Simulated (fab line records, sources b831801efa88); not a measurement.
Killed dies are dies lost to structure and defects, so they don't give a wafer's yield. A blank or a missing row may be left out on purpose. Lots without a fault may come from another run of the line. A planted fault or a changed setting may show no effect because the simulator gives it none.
One fault seen from 2 desks | flow sky130 | each desk has only its own numbers; what lay behind them comes last

THE METROLOGY DESK
What the gauges read, lot by lot, whatever tool the lot ran on: means of the sampled wafers that have a number. A lot is out of limits, marked OUT, if its mean lies more than 4 standard deviations from the usual mean; the brackets give that distance.
Columns: A = PWDE_OVL at SKY_PWDE_OVL_MEAS_07, usual -2.0 nm; B = NWELL_00_OVL at SKY_NWELL_OVL_MEAS_10, usual -0.1 nm; C = NWELL_TW at SKY_NWELL_TW_MEAS_15, usual 1821; D = NWELL_RS at SKY_NWELL_RS_MEAS_29, usual 625.5 ohm/sq
lot  | first seen here | A    | B    | C    | D
L220 | day 4 04:48     | -1.6 | -0.7 | 1819 | 626.1
L221 | day 4 07:36     | -0.9 | -0.8 | 1823 | 624.7
L223 | day 4 19:15     | -1.7 | 0.3  | 1815 | 624.8
L224 | day 4 22:33     | -2.3 | 1.0  | 1825 | 623.5
L225 | day 5 03:58     | -3.4 | 0.5  | 1809 | 626.4
L226 | day 5 09:43     | -1.7 | -0.2 | 1853 | 612.1 (-7.1) OUT
L227 | day 5 17:33     | -1.9 | 0.0  | 1841 | 612.8 (-6.7) OUT
L236 | day 8 00:32     | -2.9 | -0.4 | 1821 | 624.7
L237 | day 8 06:41     | -3.1 | -0.4 | 1818 | 625.2
L239 | day 8 10:56     | -1.7 | -0.6 | 1827 | 626.7
L240 | day 8 18:08     | -1.0 | 0.8  | 1829 | 626.2
L242 | day 9 04:51     | -0.4 | 1.2  | 1812 | 623.8
This desk's finding: out of limits on L226, L227; first on L226, day 6 23:56 (NWELL_RS at SKY_NWELL_RS_MEAS_29). In limits: L220, L221, L223, L224, L225, L236, L237, L239, L240, L242.

THE TOOL OWNER'S DESK: implanter-04
The tool's own readings at SKY_NWELL_IMPLANT_11: means of the sampled wafers that have a number, for each lot that ran on this tool. A lot is out of limits, marked OUT, if its mean lies more than 4 standard deviations from the usual mean; the brackets give that distance.
Columns: A = beam_energy_keV at SKY_NWELL_IMPLANT_11, usual 399.98; B = dose_ions_cm2 at SKY_NWELL_IMPLANT_11, usual 1.9001e+13
lot  | first seen here | A      | B
L220 | day 4 21:32     | 400.09 | 1.8977e+13
L223 | day 5 12:32     | 399.94 | 1.9002e+13
L224 | day 5 15:17     | 399.98 | 1.9016e+13
L226 | day 6 03:50     | 399.89 | 1.9760e+13 (+42) OUT
L227 | day 6 11:16     | 399.91 | 1.9750e+13 (+42) OUT
This desk's finding: out of limits on L226, L227; first on L226, day 6 03:50 (dose_ions_cm2 at SKY_NWELL_IMPLANT_11). In limits: L220, L223, L224.

PUT TOGETHER
The tool owner's desk could have raised an alarm at day 6 03:50, on L226, L227.
The metrology desk could have raised an alarm at day 6 23:56, on L226, L227.
Of the lots named, all ran SKY_NWELL_IMPLANT_11 on implanter-04.

WHAT THE SIMULATOR HAD PUT IN
Process parameter drift: implanter-04, from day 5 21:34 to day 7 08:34, at SKY_NWELL_IMPLANT_11. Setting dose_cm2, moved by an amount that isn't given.
Lots struck among those shown: L226, L227.
Hours from the fault's start to each desk's first reading out of limits: the tool owner's desk, 6; the metrology desk, 26.
